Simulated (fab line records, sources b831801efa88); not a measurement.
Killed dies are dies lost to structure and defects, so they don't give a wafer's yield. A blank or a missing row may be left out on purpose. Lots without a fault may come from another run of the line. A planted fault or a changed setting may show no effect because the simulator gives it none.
fab line records | flow sfq_line
record lots=14 wafers=42 last_day=84
route steps=325 shown M2@99 R5@226 I6@278
lots that met no fault: from a run of the same line without faults
start_h: hours from the record's first day to the start of the lot's first wafer shown | wait_h: hours since the lot's step before | " the same as in the row above | L1.1+2: a row that stands for several wafers | - no value, or no start given | * or withheld: withheld | < > ~ a bound
route shown NAME@n: a module of which the file shows steps, and the number in the route of the first | usual: mean/standard deviation of fault-free wafers | same: alike in all rows | chamber/n: place in a boat | sites: the reading at each site | _std_site: their standard deviation | _edge_site: outer sites' mean less inner sites' | radius_mm: how far each site lies from the wafer's centre | mask NAME#n: copy n | behind: the tool/chamber that last shaped the wafer | hold: why the lot was held/for how many hours/how that ended | device: the transistor (n, p or np) that didn't switch | end of line: the same wafers' tests at the end of the route | a step without rows: its recipe alone | killed: dies lost to structure and defects at the first sort, not the wafer's yield | map: a wafer's dies, x killed, . not, _ none there
set.NAME: the setting as run; set.NAME@STEP: as run at that earlier step | model.NAME: the simulator's own value behind a step, which no gauge read
steps of the route over a sample of lots; a table a step, a row a wafer
services: from which hour (start_h, from the record's first day; less than 0 if before it) a tool's chamber was out of use, for how many hours, and why
## steps
# step SFQ_TRILAYER_M2_BARC_OPEN_METAL_ETCH_077
# recipe mask_material=PR chemistry=O2 target_depth_nm=125 target=BARC icp_w=616.4 bias_w=80 pressure_mtorr=10 time_s=41.7
# usual drypump_motor_current_A=5.7/0.42 oes_product_au=0.686/0.004 run_length_s=70.0/0.52
# columns lot.wafer tool chamber start_h wait_h drypump_motor_current_A oes_product_au rf_hours_counter_h run_length_s
L382.1 rie_metal-01 0 461.23 0.0 5.9 0.687 20 69.4
L382.2 " 0 " " 5.9 0.689 - 69.6
L382.4 " 0 " " 5.9 0.686 - 69.8
L383.1 rie_metal-01 0 472.03 0.0 5.9 0.686 23 69.7
L383.2 " 0 " " 5.9 0.684 - 69.7
L383.5 " 0 " " 5.9 0.688 - 70.1
L384.2 rie_metal-01 0 482.83 0.0 5.9 0.688 24 69.5
L384.3 " 0 " " 5.9 0.683 - 69.9
L384.4 " 1 " " 5.5 0.686 - 70.1
L386.2 rie_metal-01 1 500.83 0.0 5.5 0.691 4 70.5
L386.4 " 0 " " 5.9 0.687 - 70.1
L386.5 " 0 " " 5.9 0.687 - 69.6
L388.1 rie_metal-04 1 517.63 0.0 5.7 0.689 47 70.8
L388.2 " 0 " " 6.1 0.688 82 69.7
L388.5 " 0 " " 6.1 0.683 - 70.0
L389.2 rie_metal-04 0 522.43 0.0 6.1 0.708 83 67.4
L389.3 " 0 " " 6.1 0.704 - 67.4
L389.6 " 0 " " 6.1 0.714 - 67.4
L390.3 rie_metal-04 1 557.67 0.0 5.7 0.710 - 68.5
L390.5 " 1 " " 5.7 0.707 - 68.6
L390.6 " 0 " " 6.1 0.708 - 67.6
L392.4 rie_metal-02 1 569.77 0.0 5.4 0.683 - 70.7
L392.5 " 0 " " 4.7 0.680 - 70.1
L392.6 " 1 " " 5.4 0.689 - 69.9
L398.2 rie_metal-04 1 618.24 0.0 5.7 0.683 67 71.1
L398.4 " 1 " " 5.6 0.690 - 71.0
L398.6 " 1 " " 5.6 0.683 - 70.6
L399.3 rie_metal-04 0 625.46 0.0 6.1 0.686 - 69.9
L399.4 " 1 " " 5.6 0.684 - 70.8
L399.6 " 0 " " 6.1 0.686 - 69.8
L400.4 rie_metal-04 0 627.86 0.0 6.1 0.692 - 69.9
L400.5 " 0 " " 6.1 0.692 - 69.4
L400.6 " 1 " " 5.6 0.683 - 70.7
L401.1 rie_metal-04 1 630.24 0.0 5.7 0.679 69 70.7
L401.5 " 1 " " 5.7 0.683 - 70.7
L401.6 " 0 " " 6.1 0.686 - 69.6
L402.2 rie_metal-02 1 633.84 0.0 5.4 0.696 50 69.8
L402.4 " 1 " " 5.4 0.687 - 69.9
L402.5 " 0 " " 4.7 0.688 - 69.4
L403.2 rie_metal-01 1 647.04 0.0 5.4 0.689 27 70.2
L403.3 " 0 " " 5.9 0.692 - 70.1
L403.5 " 0 " " 5.9 0.687 - 69.7
# step SFQ_TRILAYER_R5_STRIP_STRIP_140
# recipe gas=O2 power_w=200 platen_temp_c=40 overash_fraction=0.65 chemistry=O2 pressure_mtorr=50
# usual drypump_motor_current_A=5.6/0.45 oes_product_au=0.999/0.0089 platen_temp_c=40.00/0.098
# same overash_fraction=0.65
# columns lot.wafer tool chamber start_h wait_h drypump_motor_current_A oes_product_au platen_temp_c rf_hours_counter_h
L382.1 rie_metal-04 1 1285.98 0.0 5.6 1.000 40.12 6
L382.2 " 0 " " 6.1 1.005 40.16 27
L382.4 " 0 " " 6.1 1.008 39.97 -
L383.1 rie_metal-04 0 1297.98 0.0 6.1 1.004 39.92 28
L383.2 " 1 " " 5.6 1.005 39.75 7
L383.5 " 0 " " 6.1 1.001 39.85 -
L384.2 rie_metal-04 1 1308.78 0.0 5.7 1.005 40.03 7
L384.3 " 1 " " 5.7 0.998 39.97 -
L384.4 " 0 " " 6.1 1.007 39.95 -
L386.2 rie_metal-01 1 1325.58 0.0 5.5 1.001 39.93 130
L386.4 " 0 " " 5.9 1.002 40.02 -
L386.5 " 1 " " 5.4 1.006 39.89 -
L388.1 rie_metal-01 0 1335.30 0.1 5.9 1.003 40.06 7
L388.2 " 0 " " 5.9 1.000 39.96 -
L388.5 " 0 " " 5.9 1.000 40.04 -
L389.2 rie_metal-02 1 1356.78 0.0 5.4 0.991 40.02 16
L389.3 " 0 " " 4.7 0.997 39.99 -
L389.6 " 0 " " 4.7 0.993 40.06 -
L390.3 rie_metal-04 0 1381.74 0.2 6.1 0.999 40.02 -
L390.5 " 1 " " 5.6 1.013 40.17 -
L390.6 " 0 " " 6.1 1.011 40.01 -
L392.4 rie_metal-04 0 1397.34 0.2 6.1 1.003 40.01 -
L392.5 " 0 " " 6.2 1.009 39.98 -
L392.6 " 1 " " 5.6 1.004 39.82 -
L398.2 rie_metal-02 1 1478.42 0.0 5.4 0.987 39.99 36
L398.4 " 0 " " 4.7 0.986 40.01 -
L398.6 " 0 " " 4.7 0.991 40.08 -
L399.3 rie_metal-01 0 1484.62 0.2 5.9 0.998 40.23 -
L399.4 " 1 " " 5.5 0.984 40.11 -
L399.6 " 1 " " 5.5 0.987 40.16 -
L400.4 rie_metal-04 1 1513.54 0.2 5.6 1.007 40.02 -
L400.5 " 0 " " 6.1 1.007 39.92 -
L400.6 " 1 " " 5.6 1.002 40.05 -
L401.1 rie_metal-04 0 1516.82 0.0 6.1 0.997 39.90 60
L401.5 " 1 " " 5.7 1.003 40.02 -
L401.6 " 0 " " 6.1 1.003 40.04 -
L402.2 rie_metal-02 1 1521.74 0.0 5.4 0.990 39.90 44
L402.4 " 0 " " 4.7 0.981 40.03 -
L402.5 " 1 " " 5.4 0.995 40.02 -
L403.2 rie_metal-02 1 1533.74 0.0 5.4 0.987 39.95 45
L403.3 " 0 " " 4.7 1.001 40.10 -
L403.5 " 1 " " 5.4 0.999 40.04 -
# step SFQ_TRILAYER_I6_VIA_ETCH_VIA_ETCH_172
# recipe target=SiO2 stop_on=Nb mask_material=PR taper_deg=20 chemistry=CHF3 target_depth_nm=260 source_w=500 bias_w=80 pressure_mtorr=30 time_s=withheld
# usual drypump_motor_current_A=5.55/0.25 oes_product_au=0.854/0.0049
# columns lot.wafer tool chamber start_h wait_h drypump_motor_current_A oes_product_au
L382.1 rie_diel-04 1 1661.87 0.0 5.35 0.859
L382.2 " 3 " " 5.83 0.847
L382.4 " 0 " " 5.70 0.862
L383.1 rie_diel-04 0 1673.99 0.0 5.69 0.859
L383.2 " 1 " " 5.35 0.854
L383.5 " 3 " " 5.82 0.841
L384.2 rie_diel-02 3 1682.39 0.0 5.42 0.846
L384.3 " 0 " " 5.50 0.849
L384.4 " 0 " " 5.50 0.859
L386.2 rie_diel-04 2 1688.39 0.0 5.77 0.854
L386.4 " 1 " " 5.34 0.853
L386.5 " 2 " " 5.74 0.859
L388.1 rie_diel-02 0 1693.19 0.0 5.51 0.854
L388.2 " 2 " " 4.94 0.856
L388.5 " 1 " " 5.75 0.852
L389.2 rie_diel-02 3 1703.99 0.0 5.35 0.855
L389.3 " 1 " " 5.69 0.855
L389.6 " 2 " " 4.95 0.852
L390.3 rie_diel-02 1 1723.19 0.0 5.65 0.857
L390.5 " 0 " " 5.51 0.843
L390.6 " 1 " " 5.69 0.860
L392.4 rie_diel-03 0 1739.63 0.0 5.46 0.850
L392.5 " 3 " " 5.81 0.857
L392.6 " 0 " " 5.45 0.852
L398.2 rie_diel-02 2 1797.99 0.0 4.95 0.852
L398.4 " 1 " " 5.69 0.841
L398.6 " 2 " " 4.94 0.855
L399.3 rie_diel-04 1 1807.59 0.0 5.38 0.857
L399.4 " 0 " " 5.73 0.852
L399.6 " 2 " " 5.74 0.857
L400.4 rie_diel-02 1 1837.74 0.1 5.69 0.859
L400.5 " 0 " " 5.48 0.855
L400.6 " 2 " " 4.96 0.849
L401.1 rie_diel-04 3 1840.08 0.0 5.79 0.849
L401.5 " 0 " " 5.70 0.846
L401.6 " 3 " " 5.79 0.854
L402.2 rie_diel-02 1 1842.48 0.0 5.65 0.855
L402.4 " 2 " " 4.94 0.860
L402.5 " 1 " " 5.69 0.850
L403.2 rie_diel-04 3 1844.88 0.0 5.79 0.859
L403.3 " 2 " " 5.77 0.853
L403.5 " 2 " " 5.76 0.857
# step SFQ_TRILAYER_I6_VIA_STRIP_STRIP_173
# recipe gas=O2 power_w=200 platen_temp_c=40 overash_fraction=0.65 chemistry=O2 pressure_mtorr=50
# usual drypump_motor_current_A=5.5/0.46 oes_product_au=0.999/0.0089 platen_temp_c=40.01/0.12
# same overash_fraction=0.65
# columns lot.wafer tool chamber start_h wait_h drypump_motor_current_A oes_product_au platen_temp_c rf_hours_counter_h
L382.1 rie_metal-04 0 1661.98 - 6.1 1.016 39.82 74
L382.2 " 1 " " 5.6 1.021 39.85 53
L382.4 " 1 " " 5.6 1.014 39.85 -
L383.1 rie_metal-02 1 1674.10 - 5.4 0.998 40.00 59
L383.2 " 0 " " 4.7 0.994 39.81 55
L383.5 " 0 " " 4.7 0.991 39.96 -
L384.2 rie_metal-02 1 1682.50 - 5.4 0.995 40.28 60
L384.3 " 1 " " 5.4 0.988 40.11 -
L384.4 " 0 " " 4.7 1.005 39.99 -
L386.2 rie_metal-04 1 1688.50 - 5.7 1.011 39.94 58
L386.4 " 1 " " 5.6 1.013 40.05 -
L386.5 " 0 " " 6.1 1.016 39.86 -
L388.1 rie_metal-01 0 1693.30 - 5.9 1.001 40.11 52
L388.2 " 1 " " 5.5 0.991 39.89 33
L388.5 " 0 " " 5.9 1.008 40.05 -
L389.2 rie_metal-02 0 1704.10 - 4.7 0.998 39.98 59
L389.3 " 1 " " 5.4 1.004 40.03 -
L389.6 " 1 " " 5.4 0.987 39.97 -
L390.3 rie_metal-02 0 1723.50 - 4.7 0.999 39.93 -
L390.5 " 0 " " 4.7 0.990 40.01 -
L390.6 " 1 " " 5.4 0.997 40.07 -
L392.4 rie_metal-04 1 1739.94 - 5.6 1.007 40.14 -
L392.5 " 1 " " 5.6 1.005 39.88 -
L392.6 " 0 " " 6.1 1.009 40.07 -
L398.2 rie_metal-02 0 1798.10 - 4.7 0.993 39.85 73
L398.4 " 0 " " 4.7 0.998 39.95 -
L398.6 " 1 " " 5.4 0.987 39.77 -
L399.3 rie_metal-04 0 1807.90 - 6.1 1.009 39.96 -
L399.4 " 1 " " 5.7 1.010 40.16 -
L399.6 " 1 " " 5.7 1.007 40.15 -
L400.4 rie_metal-01 1 1838.00 - 5.5 0.995 39.95 -
L400.5 " 0 " " 5.9 1.004 39.89 -
L400.6 " 1 " " 5.5 1.003 40.00 -
L401.1 rie_metal-04 1 1840.20 - 5.6 1.009 39.76 79
L401.5 " 0 " " 6.1 1.005 39.98 -
L401.6 " 1 " " 5.6 1.017 39.82 -
L402.2 rie_metal-02 1 1842.60 - 5.4 0.990 39.79 82
L402.4 " 1 " " 5.4 0.984 40.01 -
L402.5 " 1 " " 5.4 0.981 39.91 -
L403.2 rie_metal-01 1 1845.00 - 5.5 0.992 40.10 58
L403.3 " 1 " " 5.4 0.991 40.07 -
L403.5 " 1 " " 5.5 0.989 40.13 -
## services
# columns tool chamber start_h hours kind
rie_metal-02 - 473.13 0.7 repair
rie_metal-02 1 488.01 18.6 repair
rie_metal-02 1 508.26 26.4 repair
rie_metal-01 1 511.03 7.9 repair
rie_metal-04 - 552.34 2.8 pm
rie_metal-02 - 582.54 28.1 pm
rie_metal-01 1 602.00 9.6 repair
rie_metal-01 1 622.33 3.8 repair
rie_metal-01 - 709.48 1.7 repair
rie_metal-02 - 713.91 0.3 repair
rie_metal-02 0 716.19 27.8 repair
rie_metal-02 - 883.65 1.2 repair
rie_metal-02 1 1002.11 15.7 repair
rie_metal-02 0 1011.13 20.4 repair
rie_metal-04 - 1020.17 1.4 repair
rie_metal-04 0 1137.44 3.5 repair
rie_metal-02 1 1181.51 7.3 repair
rie_metal-02 0 1205.91 9.3 repair
rie_metal-02 1 1268.05 2.7 repair
rie_metal-02 - 1363.37 2.8 pm
rie_metal-04 - 1653.01 2.8 pm
rie_metal-04 - 1753.31 4.3 pm
rie_metal-04 - 1823.03 0.3 repair
rie_metal-02 - 1844.51 0.4 repair
## key
first_sign step=SFQ_TRILAYER_M2_BARC_OPEN_METAL_ETCH_077 reading=oes_product_au direction=up sigmas=5.8 usual=0.686 struck=0.709
effect step=SFQ_TRILAYER_M2_BARC_OPEN_METAL_ETCH_077 reading=run_length_s direction=down sigmas=4.3 usual=* struck=*
met_at SFQ_TRILAYER_M2_BARC_OPEN_METAL_ETCH_077
struck_lots L389,L390
not_acting_at SFQ_TRILAYER_R5_STRIP_STRIP_140,SFQ_TRILAYER_I6_VIA_ETCH_VIA_ETCH_172,SFQ_TRILAYER_I6_VIA_STRIP_STRIP_173
onset_between 517.63 522.43
fault kind=process_parameter_drift tool=rie_metal-04 chamber=- onset_h=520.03 steps=SFQ_TRILAYER_M2_BARC_OPEN_METAL_ETCH_077 channel=time_s offset=* shape=step end_h=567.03 acts_in=* stated=*
